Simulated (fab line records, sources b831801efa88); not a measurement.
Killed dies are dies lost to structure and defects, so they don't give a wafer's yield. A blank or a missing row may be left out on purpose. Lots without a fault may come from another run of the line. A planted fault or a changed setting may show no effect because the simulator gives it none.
Split-lot experiment | flow sfq_line | 5 lots, 23 wafers read, on a route of 325 steps

THE SPLIT
At SFQ_TRILAYER_M1_LITHO_EXPOSE_040 (exposes mask M1, target cd 500 nm), the setting dose_mj was moved away from the recipe's 14.4 on 7 of the 23 wafers read, by -3.5% to +5.7%. The other wafers ran this setting at the recipe's value.

FROM THE SPLIT TO THE READING: what the file shows between them, 3 steps
- SFQ_TRILAYER_M1_LITHO_PEB_042: peb time 60 s
- SFQ_TRILAYER_M1_LITHO_DEVELOP_041: time 60 s
- SFQ_TRILAYER_M1_BARC_OPEN_METAL_ETCH_054: etches BARC in O2, target depth 125 nm, time 41.7 s

THE READING
M1.cd_nm (the simulator's own value, which no gauge read), in nm, at SFQ_TRILAYER_M1_ETCH_METAL_ETCH_042 (etches Nb in Cl2/Ar, stops on SiO2, target depth 240 nm, time 120 s). The file gives no usual value for it. The 16 wafers here that ran the recipe average 499.4 nm, standard deviation 2.4 nm.

wafer  | tool, chamber at the split | dose_mj as run | against the recipe | M1.cd_nm, nm | against lot-mates on the recipe
L075.1 | krf_scanner-01, 0          | 13.89          | -3.5%              | 504.3        | +6.2
L075.2 | krf_scanner-01, 0          | 13.89          | -3.5%              | 503.1        | +5.0
L075.3 | krf_scanner-01, 0          | 14.4           | recipe             | 498.3        | -
L075.4 | krf_scanner-01, 0          | 14.4           | recipe             | 497.9        | -
L075.5 | krf_scanner-01, 0          | 13.89          | -3.5%              | 504.2        | +6.1
L076.1 | krf_scanner-01, 0          | 14.4           | recipe             | 498.9        | -
L076.2 | krf_scanner-01, 0          | 14.4           | recipe             | 499.6        | -
L076.4 | krf_scanner-01, 0          | 14.4           | recipe             | 500.7        | -
L076.5 | krf_scanner-01, 0          | 14.4           | recipe             | 500.5        | -
L076.6 | krf_scanner-01, 0          | 14.4           | recipe             | 499.7        | -
L077.1 | krf_scanner-01, 0          | 14.4           | recipe             | 498.1        | -
L077.2 | krf_scanner-01, 0          | 14.04          | -2.5%              | 504.3        | +4.3
L077.3 | krf_scanner-01, 0          | 14.04          | -2.5%              | 502          | +2.0
L077.4 | krf_scanner-01, 0          | 14.4           | recipe             | 499.8        | -
L077.5 | krf_scanner-01, 0          | 14.4           | recipe             | 502.1        | -
L082.2 | krf_scanner-02, 0          | 14.4           | recipe             | 502.1        | -
L082.3 | krf_scanner-02, 0          | 15.22          | +5.7%              | 494.7        | -7.6
L082.4 | krf_scanner-02, 0          | 14.4           | recipe             | 502.3        | -
L082.5 | krf_scanner-02, 0          | 15.22          | +5.7%              | 494          | -8.3
L082.6 | krf_scanner-02, 0          | 14.4           | recipe             | 502.4        | -
L083.2 | krf_scanner-02, 0          | 14.4           | recipe             | 496.9        | -
L083.3 | krf_scanner-02, 0          | 14.4           | recipe             | 497          | -
L083.6 | krf_scanner-02, 0          | 14.4           | recipe             | 493.3        | -

THE FIT
A straight line over all 23 wafers: M1.cd_nm changes by -1.07 nm for each +1% of dose_mj; r = -0.75; the points scatter about the line by 2.2 nm.
The same after taking each lot's own level away (the mean of its wafers on the recipe; 23 wafers): -1.45 nm for each +1%; r = -0.95; scatter 1.1 nm.
On that fit, the largest move of dose_mj shifts the reading by 8.3 nm.
The lots' own levels span 495.73 to 502.27 nm, that is 2.8 times the standard deviation above.
So the lot-to-lot level blurs the effect unless lot-mates are compared.
Check: with one of the wafers moved furthest among these (+5.7%) left out of the fit, the line predicts -8.53 nm for it against its lot-mates. It came out at -7.57 nm against them.

OTHER SPLITS ON THESE WAFERS
These wafers also went through other splits before the reading. Each is held against what the fit with the lots' levels taken away leaves over:
other split on the same wafers                      | wafers away from the commonest value | r with M1.cd_nm (lot level and that fit taken away)
SFQ_TRILAYER_L0_LITHO_EXPOSE_006 dose_mj            | 7                                    | -0.30
SFQ_TRILAYER_L0_LITHO_PEB_008 peb_time_s            | 9                                    | -0.06
SFQ_TRILAYER_L0_VIA_LITHO_PEB_016 peb_temp_c        | 6                                    | -0.01
SFQ_TRILAYER_L0_VIA_BARC_OPEN_VIA_ETCH_021 bias_w   | 8                                    | +0.21
SFQ_TRILAYER_M0_BARC_OPEN_METAL_ETCH_031 time_s     | 9                                    | +0.17
SFQ_TRILAYER_I0_VIA_LITHO_COAT_036 spin_rpm         | 8                                    | -0.02
SFQ_TRILAYER_I0_VIA_BARC_OPEN_VIA_ETCH_046 source_w | 11                                   | -0.05
SFQ_TRILAYER_M1_LITHO_COAT_044 spin_rpm             | 9                                    | -0.15

THE WHOLE CHAIN: every reading that the file lists as answering this split, in the file's order
step                                     | what it does                                                        | reading                                                   | change (the file's fit)              | r (the file's)
SFQ_TRILAYER_M1_BARC_OPEN_METAL_ETCH_054 | etches BARC in O2, target depth 125 nm, time 41.7 s                 | M1.cd_nm (the simulator's own value, which no gauge read) | -1.57 nm for each +1% of the setting | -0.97
SFQ_TRILAYER_M1_ETCH_METAL_ETCH_042      | etches Nb in Cl2/Ar, stops on SiO2, target depth 240 nm, time 120 s | M1.cd_nm (the simulator's own value, which no gauge read) | -1.44 nm for each +1% of the setting | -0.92

THE FILE'S OWN FIT
M1.cd_nm changes by -1.44 nm for each +1% of dose_mj, r = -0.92.
